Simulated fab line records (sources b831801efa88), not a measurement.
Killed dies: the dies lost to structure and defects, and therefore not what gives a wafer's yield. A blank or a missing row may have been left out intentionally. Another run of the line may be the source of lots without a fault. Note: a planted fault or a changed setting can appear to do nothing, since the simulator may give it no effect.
What tool caused it? ; flow sky130 ; 18 wafers from 6 lots sampled at 3 of the route's 708 steps

WHAT EACH GAUGE READ, for each wafer
SKY_LDD_LDN_TW_MEAS_13.
lot;measured;on;LDD_LDN_TW
L508;day 23 10:41;film metro-03;1494 1489 1499
L514;day 25 17:12;film metro-03;1486 1488 1491
L516;day 26 04:07;film metro-03;1481 1483 1486
L525;day 29 04:03;film metro-03;1410 1413 1422
L527;day 29 18:04;film metro-01;1476 1475 1476
L530;day 31 06:34;film metro-04;1455 1465 1457

EACH LOT AND THE TOOL THAT RAN IT (in order: tool; ch and the chambers of the sampled wafers; start)
lot;SKY_VT_ADJUST_HVTR_STRIP_10;SKY_LDD_LDN_IMPLANT_11
L508;plasma asher-04 ch 0,1, day 9 15:31;implanter-04 ch 0, day 23 10:26
L514;plasma asher-04 ch 0,1, day 11 16:55;implanter-03 ch 0, day 25 16:58
L516;plasma asher-04 ch 0,1, day 12 06:01;implanter-03 ch 0, day 26 03:52
L525;plasma asher-03 ch 0,1, day 14 22:49;implanter-01 ch 0, day 29 03:48
L527;plasma asher-04 ch 0,1, day 15 16:12;implanter-04 ch 0, day 29 17:51
L530;plasma asher-04 ch 0,1, day 16 20:25;implanter-04 ch 0, day 31 06:19
- SKY_VT_ADJUST_HVTR_STRIP_10: strips in O2/N2.
- SKY_LDD_LDN_IMPLANT_11

THE ANSWER, worked out from the rows above alone
Rule: the usual values come from the lots themselves. Put in order of their means at a reading, lots are off if they are a third of the lots or fewer, leave a main group of 4 or more, and stand apart from it by a gap of 3 or more times the standard deviation of the main group's means; of several such gaps the widest counts. A main group whose means are all the same, to the digits that the tables above print for the reading, isn't used. A lot without any number at a reading at which 4 lots or more have one is off too. The other lots that the step has rows for count as sound.
Off: L525, at SKY_LDD_LDN_TW_MEAS_13 (LDD_LDN_TW). The main group has a mean of 1480 with a standard deviation of 12.
If a tool, at a process step before that reading, ran all the lots that are off and no sound lot after the first of them, it fits. Those tools and the gauges at SKY_LDD_LDN_TW_MEAS_13 are tried in the same way. Can't be told from this: 3 tools fit, plasma asher-03 at SKY_VT_ADJUST_HVTR_STRIP_10, implanter-01 at SKY_LDD_LDN_IMPLANT_11, film metro-03 at SKY_LDD_LDN_TW_MEAS_13.

WHAT HAD BEEN PUT IN BY THE SIMULATOR
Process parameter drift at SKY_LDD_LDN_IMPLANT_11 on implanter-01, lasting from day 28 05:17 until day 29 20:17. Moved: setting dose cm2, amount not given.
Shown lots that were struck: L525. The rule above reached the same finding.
